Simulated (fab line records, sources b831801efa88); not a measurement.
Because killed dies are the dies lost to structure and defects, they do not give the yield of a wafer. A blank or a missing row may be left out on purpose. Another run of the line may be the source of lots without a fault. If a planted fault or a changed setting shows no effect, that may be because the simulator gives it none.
fab line records	flow sky130
[record] lots = 24	wafers = 72	last-day = 50
route steps=708 shown METAL1@437 VIA1@471 VIA2@508 VIA3@587 VIA4@640
lots that met no fault: taken from a fault-free run of the same line
start-h: the number of hours between the record's first day and the start of the first shown wafer of the lot	wait-h: time in hours since the lot's previous step	" repeats the value in the row above	L1.1+2: several wafers, shown together as one row	- either no value or no given start	* or withheld: withheld	< > ~ a bound
route shown NAME@n: names a module that has steps shown in the file, with the first one's number in the route	usual: the fault-free wafers' mean and standard deviation	same: alike in all rows	chamber/n: place in a boat	sites: the reading at each site	_std_site: their standard deviation	_edge_site: outer sites' mean less inner sites'	radius-mm: how far each site lies from the wafer's centre	mask NAME#n: copy n	behind: the last tool/chamber to shape the wafer	hold: why the lot was held/for how many hours/how that ended	device: the transistor (n, p or np) that didn't switch	end of line: the same wafers' tests at the end of the route	a step given without rows: its recipe and nothing more	killed: dies that structure and defects cost at the first sort, which is not the same as the wafer's yield	map: per-die view of a wafer (x killed, . not killed, _ where there is no die)
set.NAME: the setting as run; set.NAME@STEP: as run at that earlier step	model.NAME: the simulator's own value behind a step, which no gauge read
steps of the route over a sample of lots; a table a step, a row a wafer
services: a tool's chamber out of use, with start hour (start-h, from the record's first day; less than 0 if before it), hours out, and reason
[[steps]]
[step SKY_METAL1_SPUTTER_03]
[recipe] material = Ti	target-thk-nm = 5	power-w = 3000	time-s = 3.3	chamber-pressure-pa = 0.4
[usual] cathode-dc-power-W = 3000.0/0.5	throttle-valve-pct = 30.7/1.1
lot.wafer	tool	chamber	start-h	wait-h	cathode-dc-power-W	throttle-valve-pct
L074.1	pvd-sputter-04	-	740.02	0.0	3000.9	31.0
L074.5	"	-	"	"	3000.1	31.1
L074.6	"	-	"	"	2999.5	29.1
L075.3	pvd-sputter-02	-	746.62	0.0	3000.6	29.7
L075.4	"	-	"	"	3000.0	32.1
L075.5	"	-	"	"	2999.0	31.2
L076.2	pvd-sputter-02	-	753.85	0.0	2999.5	31.4
L076.5	"	-	"	"	2999.5	30.2
L076.6	"	-	"	"	2999.9	29.5
L077.1	pvd-sputter-04	-	758.75	0.0	3000.0	30.1
L077.2	"	-	"	"	3000.7	29.2
L077.4	"	-	"	"	3000.4	30.8
L078.1	pvd-sputter-02	-	770.57	0.0	3000.0	32.0
L078.2	"	-	"	"	3000.0	31.6
L078.4	"	-	"	"	3000.8	30.4
L079.1	pvd-sputter-04	-	776.35	0.0	3000.6	31.0
L079.4	"	-	"	"	2998.9	30.6
L079.5	"	-	"	"	3000.1	31.0
L080.1	pvd-sputter-03	-	784.70	0.0	3000.3	29.4
L080.2	"	-	"	"	3000.6	33.3
L080.5	"	-	"	"	2999.8	31.2
L081.2	pvd-sputter-03	-	796.41	0.0	2998.9	29.8
L081.3	"	-	"	"	3000.4	29.6
L081.5	"	-	"	"	2999.7	33.1
L082.1	pvd-sputter-04	-	804.90	0.0	3000.0	29.9
L082.2	"	-	"	"	2999.9	31.1
L082.4	"	-	"	"	3000.6	29.1
L083.1	pvd-sputter-03	-	816.49	0.0	3000.4	31.0
L083.4	"	-	"	"	3000.5	29.6
L083.6	"	-	"	"	2999.3	29.4
L084.4	pvd-sputter-04	-	817.44	0.0	2999.3	31.2
L084.5	"	-	"	"	3000.2	30.2
L084.6	"	-	"	"	3001.0	29.1
L085.1	pvd-sputter-02	-	825.59	0.0	2999.9	30.3
L085.2	"	-	"	"	3000.2	31.6
L085.6	"	-	"	"	2999.8	30.2
L086.2	pvd-sputter-04	-	829.32	0.0	2999.6	31.2
L086.4	"	-	"	"	3000.5	29.2
L086.5	"	-	"	"	2999.6	29.5
L087.1	pvd-sputter-04	-	834.77	0.0	3000.2	29.3
L087.3	"	-	"	"	2999.6	30.3
L087.4	"	-	"	"	2999.9	30.9
L088.1	pvd-sputter-02	-	852.32	0.0	2999.8	30.1
L088.2	"	-	"	"	3000.8	29.9
L088.3	"	-	"	"	3000.2	31.4
L089.3	pvd-sputter-03	-	863.56	0.0	2999.9	33.1
L089.5	"	-	"	"	2999.7	31.3
L089.6	"	-	"	"	3000.7	32.7
L090.3	pvd-sputter-02	-	864.26	0.0	2998.6	32.0
L090.5	"	-	"	"	2999.7	29.8
L090.6	"	-	"	"	3000.8	30.1
L091.1	pvd-sputter-03	-	872.14	0.0	3000.7	31.0
L091.3	"	-	"	"	2999.7	29.6
L091.6	"	-	"	"	2999.9	33.2
L092.3	pvd-sputter-03	-	879.01	0.0	2999.8	29.7
L092.5	"	-	"	"	3000.1	29.8
L092.6	"	-	"	"	2999.7	31.2
L093.1	pvd-sputter-02	-	882.21	0.0	2999.3	32.0
L093.3	"	-	"	"	2999.5	31.5
L093.4	"	-	"	"	2999.4	30.2
L094.1	pvd-sputter-03	-	892.46	0.0	3000.6	33.4
L094.3	"	-	"	"	3000.1	31.3
L094.6	"	-	"	"	2999.8	33.1
L095.1	pvd-sputter-04	-	893.62	0.0	3000.2	30.8
L095.4	"	-	"	"	3000.1	30.1
L095.5	"	-	"	"	2998.9	30.8
L096.2	pvd-sputter-03	-	900.90	0.0	3000.0	29.4
L096.3	"	-	"	"	2999.5	29.6
L096.6	"	-	"	"	3000.0	29.9
L097.3	pvd-sputter-02	-	903.06	0.0	2998.9	32.3
L097.4	"	-	"	"	3000.0	31.3
L097.6	"	-	"	"	3000.3	30.0
[step SKY_VIA1_OVL_MEAS_13]
[usual] VIA1_OVL = 1/5.9
lot.wafer	tool	chamber	start-h	wait-h	VIA1_OVL[nm]
L074.1	overlay-01	-	795.57	0.1	5
L074.5	"	-	"	"	4
L074.6	"	-	"	"	3
L075.3	overlay-01	-	802.33	0.1	-1
L075.4	"	-	"	"	6
L075.5	"	-	"	"	-8
L076.2	overlay-02	-	808.87	0.1	-2
L076.5	"	-	"	"	5
L076.6	"	-	"	"	-5
L077.1	overlay-02	-	814.07	0.1	2
L077.2	"	-	"	"	5
L077.4	"	-	"	"	-1
L078.1	overlay-01	-	825.02	0.1	2
L078.2	"	-	"	"	3
L078.4	"	-	"	"	2
L079.1	overlay-01	-	831.52	0.1	-8
L079.4	"	-	"	"	-3
L079.5	"	-	"	"	-11
L080.1	overlay-01	-	839.15	0.1	3
L080.2	"	-	"	"	-4
L080.5	"	-	"	"	-4
L081.2	overlay-02	-	850.53	0.1	-8
L081.3	"	-	"	"	-10
L081.5	"	-	"	"	0
L082.1	overlay-01	-	858.97	0.1	5
L082.2	"	-	"	"	3
L082.4	"	-	"	"	6
L083.1	overlay-01	-	871.25	0.1	-2
L083.4	"	-	"	"	0
L083.6	"	-	"	"	1
L084.4	overlay-01	-	871.65	0.1	0
L084.5	"	-	"	"	-2
L084.6	"	-	"	"	-10
L085.1	overlay-02	-	878.75	0.1	6
L085.2	"	-	"	"	4
L085.6	"	-	"	"	-3
L086.2	overlay-01	-	882.71	0.1	7
L086.4	"	-	"	"	7
L086.5	"	-	"	"	3
L087.1	overlay-01	-	888.27	0.1	4
L087.3	"	-	"	"	1
L087.4	"	-	"	"	-8
L088.1	overlay-02	-	906.57	0.1	1
L088.2	"	-	"	"	0
L088.3	"	-	"	"	1
L089.3	overlay-02	-	917.15	0.1	-4
L089.5	"	-	"	"	-9
L089.6	"	-	"	"	-7
L090.3	overlay-02	-	917.73	0.1	7
L090.5	"	-	"	"	4
L090.6	"	-	"	"	11
L091.1	overlay-01	-	923.87	0.1	6
L091.3	"	-	"	"	9
L091.6	"	-	"	"	-3
L092.3	overlay-02	-	929.68	0.1	3
L092.5	"	-	"	"	5
L092.6	"	-	"	"	3
L093.1	overlay-02	-	934.27	0.1	17
L093.3	"	-	"	"	14
L093.4	"	-	"	"	10
L094.1	overlay-01	-	943.52	0.1	-2
L094.3	"	-	"	"	2
L094.6	"	-	"	"	5
L095.1	overlay-01	-	944.62	0.1	-1
L095.4	"	-	"	"	8
L095.5	"	-	"	"	0
L096.2	overlay-01	-	952.33	0.1	-4
L096.3	"	-	"	"	-1
L096.6	"	-	"	"	-4
L097.3	overlay-01	-	954.86	0.1	5
L097.4	"	-	"	"	2
L097.6	"	-	"	"	0
[step SKY_VIA2_THK_MEAS_01]
[recipe] reads = SiO2_of_VIA2_HDPCVD_00
[usual] VIA2_HDPCVD_THK = 1215/11
lot.wafer	tool	chamber	start-h	wait-h	VIA2_HDPCVD_THK[nm]
L074.1	film-metro-01	-	825.11	0.1	1218
L074.5	"	-	"	"	1223
L074.6	"	-	"	"	1218
L075.3	film-metro-01	-	831.41	0.1	1231
L075.4	"	-	"	"	1213
L075.5	"	-	"	"	1205
L076.2	film-metro-01	-	838.27	0.1	1237
L076.5	"	-	"	"	1231
L076.6	"	-	"	"	1212
L077.1	film-metro-04	-	843.20	0.1	1223
L077.2	"	-	"	"	1221
L077.4	"	-	"	"	1216
L078.1	film-metro-01	-	853.80	0.1	1222
L078.2	"	-	"	"	1226
L078.4	"	-	"	"	1203
L079.1	film-metro-03	-	860.27	0.1	1208
L079.4	"	-	"	"	1208
L079.5	"	-	"	"	1223
L080.1	film-metro-01	-	867.86	0.1	1216
L080.2	"	-	"	"	1196
L080.5	"	-	"	"	1198
L081.2	film-metro-03	-	879.58	0.1	1230
L081.3	"	-	"	"	1203
L081.5	"	-	"	"	1206
L082.1	film-metro-04	-	887.56	0.1	1201
L082.2	"	-	"	"	1208
L082.4	"	-	"	"	1205
L083.1	film-metro-04	-	899.87	0.1	1216
L083.4	"	-	"	"	1218
L083.6	"	-	"	"	1214
L084.4	film-metro-04	-	900.43	0.0	1203
L084.5	"	-	"	"	1201
L084.6	"	-	"	"	1215
L085.1	film-metro-01	-	907.23	0.1	1187
L085.2	"	-	"	"	1187
L085.6	"	-	"	"	1198
L086.2	film-metro-01	-	911.09	0.1	1218
L086.4	"	-	"	"	1229
L086.5	"	-	"	"	1225
L087.1	film-metro-01	-	916.34	0.1	1222
L087.3	"	-	"	"	1239
L087.4	"	-	"	"	1231
L088.1	film-metro-01	-	934.19	0.1	1221
L088.2	"	-	"	"	1219
L088.3	"	-	"	"	1216
L089.3	film-metro-01	-	944.33	0.1	1235
L089.5	"	-	"	"	1211
L089.6	"	-	"	"	1210
L090.3	film-metro-04	-	945.18	0.1	1204
L090.5	"	-	"	"	1215
L090.6	"	-	"	"	1215
L091.1	film-metro-01	-	950.80	0.1	1217
L091.3	"	-	"	"	1222
L091.6	"	-	"	"	1220
L092.3	film-metro-03	-	956.73	0.1	1215
L092.5	"	-	"	"	1225
L092.6	"	-	"	"	1225
L093.1	film-metro-04	-	961.31	0.1	1224
L093.3	"	-	"	"	1211
L093.4	"	-	"	"	1219
L094.1	film-metro-01	-	970.68	0.1	1202
L094.3	"	-	"	"	1208
L094.6	"	-	"	"	1198
L095.1	film-metro-04	-	972.07	0.1	1205
L095.4	"	-	"	"	1217
L095.5	"	-	"	"	1208
L096.2	film-metro-04	-	980.02	0.1	1224
L096.3	"	-	"	"	1222
L096.6	"	-	"	"	1218
L097.3	film-metro-01	-	981.28	0.1	1226
L097.4	"	-	"	"	1219
L097.6	"	-	"	"	1217
[step SKY_VIA3_ETCH_14]
[recipe] chemistry = N2/H2	target = BARC	ion-energy-ev = 200	source-w = 500	bias-w = 100	pressure-mtorr = 30	n2-flow-sccm = 100	h2-flow-sccm = 200	stop-on = SiO2	time-s = 45.9	target-depth-a = 600
[usual] drypump-motor-current-A = 5.6/0.53	oes-product-au = 0.855/0.0055	rf-fwd-power-W = 494.6/2.4	throttle-valve-pct = 13.225/0.009
lot.wafer	tool	chamber	start-h	wait-h	drypump-motor-current-A	oes-product-au	rf-fwd-power-W	rf-hours-counter-h	throttle-valve-pct
L074.1	rie-diel-02	3	931.74	0.0	6.5	0.863	498.0	11	13.227
L074.5	"	1	"	"	5.1	0.864	494.2	-	13.233
L074.6	"	2	"	"	5.5	0.856	495.2	-	13.237
L075.3	rie-diel-02	3	936.76	0.0	6.5	0.857	496.3	11	13.213
L075.4	"	1	"	"	5.1	0.857	496.1	6	13.219
L075.5	"	2	"	"	5.5	0.854	496.5	-	13.214
L076.2	rie-diel-02	2	945.01	0.0	5.5	0.853	496.2	3	13.211
L076.5	"	0	"	"	5.1	0.849	496.4	-	13.231
L076.6	"	3	"	"	6.5	0.861	495.1	-	13.224
L077.1	rie-diel-02	2	948.74	0.0	5.5	0.863	493.5	3	13.214
L077.2	"	0	"	"	5.0	0.854	493.9	15	13.229
L077.4	"	1	"	"	5.1	0.861	495.2	6	13.220
L078.1	rie-diel-02	3	959.71	0.0	6.5	0.860	498.1	12	13.227
L078.2	"	0	"	"	5.1	0.850	492.3	16	13.226
L078.4	"	2	"	"	5.5	0.861	498.7	3	13.231
L079.1	rie-diel-02	0	964.47	0.0	5.0	0.847	497.5	16	13.215
L079.4	"	1	"	"	5.1	0.853	493.9	6	13.221
L079.5	"	3	"	"	6.6	0.853	497.5	-	13.231
L080.1	rie-diel-03	3	972.11	0.0	5.8	0.865	498.3	25	13.232
L080.2	"	1	"	"	5.6	0.851	497.3	28	13.228
L080.5	"	3	"	"	5.8	0.853	495.7	-	13.230
L081.2	rie-diel-01	0	980.79	0.0	6.0	0.863	493.2	26	13.221
L081.3	"	2	"	"	5.9	0.850	491.3	10	13.230
L081.5	"	3	"	"	5.6	0.850	492.0	-	13.228
L082.1	rie-diel-02	1	989.46	0.0	5.1	0.856	498.1	7	13.235
L082.2	"	2	"	"	5.5	0.845	497.3	4	13.211
L082.4	"	0	"	"	5.1	0.860	498.2	17	13.226
L083.1	rie-diel-01	0	1001.87	0.0	6.0	0.847	493.5	27	13.219
L083.4	"	1	"	"	5.7	0.855	493.9	14	13.214
L083.6	"	0	"	"	6.0	0.863	495.8	-	13.215
L084.4	rie-diel-02	2	1003.94	0.0	5.5	0.854	497.4	5	13.211
L084.5	"	2	"	"	5.5	0.854	495.7	-	13.207
L084.6	"	3	"	"	6.6	0.853	498.1	-	13.222
L085.1	rie-diel-03	2	1007.96	0.0	4.6	0.846	489.8	24	13.211
L085.2	"	0	"	"	6.0	0.868	494.7	2	13.232
L085.6	"	0	"	"	5.9	0.860	495.2	-	13.227
L086.2	rie-diel-02	0	1011.52	0.0	5.1	0.848	496.7	17	13.224
L086.4	"	2	"	"	5.5	0.851	493.3	5	13.220
L086.5	"	1	"	"	5.1	0.853	495.7	-	13.200
L087.1	rie-diel-03	2	1016.96	0.0	4.6	0.855	490.7	25	13.201
L087.3	"	0	"	"	5.9	0.851	493.1	2	13.228
L087.4	"	0	"	"	5.9	0.852	493.3	-	13.214
L088.1	rie-diel-02	0	1031.66	0.0	5.1	0.853	494.6	18	13.214
L088.2	"	2	"	"	5.5	0.858	495.4	6	13.214
L088.3	"	3	"	"	6.5	0.863	495.2	14	13.239
L089.3	rie-diel-03	3	1041.24	0.0	5.9	0.855	495.4	27	13.230
L089.5	"	2	"	"	4.6	0.860	492.8	-	13.224
L089.6	"	1	"	"	5.6	0.852	494.9	-	13.224
L090.3	rie-diel-03	1	1043.21	0.0	5.6	0.863	495.4	1	13.244
L090.5	"	2	"	"	4.7	0.852	490.2	-	13.226
L090.6	"	3	"	"	5.8	0.857	495.9	-	13.221
L091.1	rie-diel-01	1	1046.76	0.0	5.7	0.858	496.5	15	13.228
L091.3	"	3	"	"	5.5	0.863	491.4	20	13.233
L091.6	"	1	"	"	5.7	0.851	494.1	-	13.223
L092.3	rie-diel-01	1	1053.62	0.0	5.7	0.848	496.5	16	13.237
L092.5	"	2	"	"	5.9	0.856	488.6	-	13.217
L092.6	"	3	"	"	5.6	0.854	491.6	-	13.224
L093.1	rie-diel-01	2	1058.32	0.0	5.9	0.853	493.6	13	13.238
L093.3	"	3	"	"	5.6	0.857	491.3	20	13.207
L093.4	"	1	"	"	5.7	0.852	495.2	16	13.232
L094.1	rie-diel-02	3	1066.22	0.0	6.6	0.853	496.2	15	13.223
L094.3	"	2	"	"	5.5	0.856	492.3	7	13.237
L094.6	"	0	"	"	5.1	0.846	496.2	-	13.225
L095.1	rie-diel-03	1	1067.06	0.0	5.6	0.851	495.6	2	13.216
L095.4	"	2	"	"	4.6	0.856	492.1	27	13.219
L095.5	"	0	"	"	5.9	0.851	494.6	-	13.233
L096.2	rie-diel-01	3	1073.42	0.0	5.6	0.845	491.4	21	13.207
L096.3	"	3	"	"	5.6	0.856	489.9	-	13.225
L096.6	"	3	"	"	5.6	0.844	494.0	-	13.209
L097.3	rie-diel-02	0	1074.41	0.0	5.1	0.839	497.7	19	13.224
L097.4	"	3	"	"	6.5	0.854	497.4	16	13.219
L097.6	"	0	"	"	5.1	0.843	498.7	-	13.218
[step SKY_VIA4_THK_MEAS_01]
[recipe] reads = SiO2_of_VIA4_HDPCVD_00
[usual] VIA4_HDPCVD_THK = 1740/18
lot.wafer	tool	chamber	start-h	wait-h	VIA4_HDPCVD_THK[nm]
L074.1	film-metro-01	-	983.13	0.1	1726
L074.5	"	-	"	"	1771
L074.6	"	-	"	"	1731
L075.3	film-metro-01	-	988.61	0.1	1743
L075.4	"	-	"	"	1714
L075.5	"	-	"	"	1724
L076.2	film-metro-01	-	997.19	0.1	1773
L076.5	"	-	"	"	1752
L076.6	"	-	"	"	1741
L077.1	film-metro-04	-	1000.85	0.1	1740
L077.2	"	-	"	"	1752
L077.4	"	-	"	"	1749
L078.1	film-metro-03	-	1010.23	0.1	1755
L078.2	"	-	"	"	1764
L078.4	"	-	"	"	1751
L079.1	film-metro-04	-	1015.59	0.1	1712
L079.4	"	-	"	"	1722
L079.5	"	-	"	"	1714
L080.1	film-metro-04	-	1021.34	0.1	1752
L080.2	"	-	"	"	1737
L080.5	"	-	"	"	1735
L081.2	film-metro-01	-	1029.68	0.1	1759
L081.3	"	-	"	"	1744
L081.5	"	-	"	"	1766
L082.1	film-metro-04	-	1038.68	0.1	1729
L082.2	"	-	"	"	1735
L082.4	"	-	"	"	1696
L083.1	film-metro-03	-	1051.99	0.1	1736
L083.4	"	-	"	"	1769
L083.6	"	-	"	"	1744
L084.4	film-metro-04	-	1052.72	0.0	1737
L084.5	"	-	"	"	1738
L084.6	"	-	"	"	1756
L085.1	film-metro-03	-	1058.16	0.1	1724
L085.2	"	-	"	"	1735
L085.6	"	-	"	"	1736
L086.2	film-metro-03	-	1060.30	0.1	1746
L086.4	"	-	"	"	1727
L086.5	"	-	"	"	1759
L087.1	film-metro-03	-	1064.77	0.1	1764
L087.3	"	-	"	"	1752
L087.4	"	-	"	"	1768
L088.1	film-metro-03	-	1078.47	0.1	1709
L088.2	"	-	"	"	1724
L088.3	"	-	"	"	1719
L089.3	film-metro-01	-	1088.04	0.1	1730
L089.5	"	-	"	"	1716
L089.6	"	-	"	"	1736
L090.3	film-metro-03	-	1089.21	0.1	1727
L090.5	"	-	"	"	1718
L090.6	"	-	"	"	1712
L091.1	film-metro-01	-	1093.30	0.1	1717
L091.3	"	-	"	"	1730
L091.6	"	-	"	"	1743
L092.3	film-metro-04	-	1099.16	0.1	1766
L092.5	"	-	"	"	1752
L092.6	"	-	"	"	1763
L093.1	film-metro-04	-	1103.30	0.1	1740
L093.3	"	-	"	"	1721
L093.4	"	-	"	"	1751
L094.1	film-metro-03	-	1111.00	0.1	1736
L094.3	"	-	"	"	1715
L094.6	"	-	"	"	1706
L095.1	film-metro-04	-	1112.98	0.1	1753
L095.4	"	-	"	"	1768
L095.5	"	-	"	"	1754
L096.2	film-metro-03	-	1118.93	0.1	1744
L096.3	"	-	"	"	1738
L096.6	"	-	"	"	1752
L097.3	film-metro-04	-	1119.98	0.1	1768
L097.4	"	-	"	"	1767
L097.6	"	-	"	"	1732
[step SKY_VIA4_BOW_MEAS_03]
[recipe] mode = bow
[usual] VIA4_BOW = 77/8.1
lot.wafer	tool	chamber	start-h	wait-h	VIA4_BOW[um]
L074.1	film-metro-04	-	983.49	0.1	68
L074.5	"	-	"	"	68
L074.6	"	-	"	"	73
L075.3	film-metro-03	-	988.99	0.2	79
L075.4	"	-	"	"	83
L075.5	"	-	"	"	83
L076.2	film-metro-03	-	997.56	0.2	91
L076.5	"	-	"	"	85
L076.6	"	-	"	"	79
L077.1	film-metro-04	-	1001.21	0.2	77
L077.2	"	-	"	"	61
L077.4	"	-	"	"	80
L078.1	film-metro-01	-	1010.59	0.1	78
L078.2	"	-	"	"	87
L078.4	"	-	"	"	77
L079.1	film-metro-01	-	1015.95	0.2	73
L079.4	"	-	"	"	70
L079.5	"	-	"	"	68
L080.1	film-metro-04	-	1021.70	0.2	66
L080.2	"	-	"	"	66
L080.5	"	-	"	"	58
L081.2	film-metro-03	-	1030.05	0.2	79
L081.3	"	-	"	"	72
L081.5	"	-	"	"	80
L082.1	film-metro-01	-	1039.04	0.1	74
L082.2	"	-	"	"	70
L082.4	"	-	"	"	68
L083.1	film-metro-01	-	1052.35	0.2	89
L083.4	"	-	"	"	75
L083.6	"	-	"	"	83
L084.4	film-metro-03	-	1053.11	0.3	79
L084.5	"	-	"	"	79
L084.6	"	-	"	"	76
L085.1	film-metro-03	-	1058.52	0.1	76
L085.2	"	-	"	"	70
L085.6	"	-	"	"	64
L086.2	film-metro-01	-	1060.67	0.1	82
L086.4	"	-	"	"	90
L086.5	"	-	"	"	83
L087.1	film-metro-03	-	1065.15	0.1	79
L087.3	"	-	"	"	70
L087.4	"	-	"	"	64
L088.1	film-metro-01	-	1078.83	0.1	89
L088.2	"	-	"	"	86
L088.3	"	-	"	"	85
L089.3	film-metro-01	-	1088.85	0.2	82
L089.5	"	-	"	"	79
L089.6	"	-	"	"	73
L090.3	film-metro-04	-	1090.05	0.3	72
L090.5	"	-	"	"	69
L090.6	"	-	"	"	60
L091.1	film-metro-03	-	1093.66	0.2	72
L091.3	"	-	"	"	79
L091.6	"	-	"	"	55
L092.3	film-metro-03	-	1099.54	0.2	89
L092.5	"	-	"	"	74
L092.6	"	-	"	"	75
L093.1	film-metro-01	-	1103.66	0.2	85
L093.3	"	-	"	"	70
L093.4	"	-	"	"	81
L094.1	film-metro-03	-	1111.36	0.2	83
L094.3	"	-	"	"	83
L094.6	"	-	"	"	88
L095.1	film-metro-01	-	1114.23	0.2	78
L095.4	"	-	"	"	82
L095.5	"	-	"	"	77
L096.2	film-metro-04	-	1119.30	0.2	83
L096.3	"	-	"	"	90
L096.6	"	-	"	"	74
L097.3	film-metro-04	-	1120.37	0.2	76
L097.4	"	-	"	"	87
L097.6	"	-	"	"	81
[[services]]
tool	chamber	start-h	hours	kind
pvd-sputter-02	-	727.67	3.9	repair
pvd-sputter-03	-	740.79	2.5	repair
pvd-sputter-02	-	761.01	1.1	repair
rie-diel-02	-	772.54	2.8	pm
pvd-sputter-03	-	775.04	1.3	repair
rie-diel-02	3	778.03	3.1	repair
rie-diel-01	1	810.01	7.8	repair
rie-diel-01	1	827.06	4.0	repair
pvd-sputter-02	-	854.54	4.9	repair
pvd-sputter-03	-	879.64	4.4	repair
pvd-sputter-03	-	883.67	0.6	repair
rie-diel-03	3	934.45	3.5	repair
rie-diel-01	3	940.18	12.8	repair
rie-diel-01	0	940.48	4.9	repair
rie-diel-03	-	978.99	2.0	repair
pvd-sputter-04	-	983.36	7.5	repair
rie-diel-03	-	984.03	2.1	repair
rie-diel-01	3	991.90	7.3	repair
pvd-sputter-03	-	993.22	1.9	repair
rie-diel-03	3	1002.94	18.6	repair
rie-diel-03	2	1013.79	1.8	repair
rie-diel-02	1	1014.75	3.0	repair
pvd-sputter-04	-	1020.97	0.5	repair
rie-diel-03	2	1025.93	4.0	repair
[[key]]
fault none
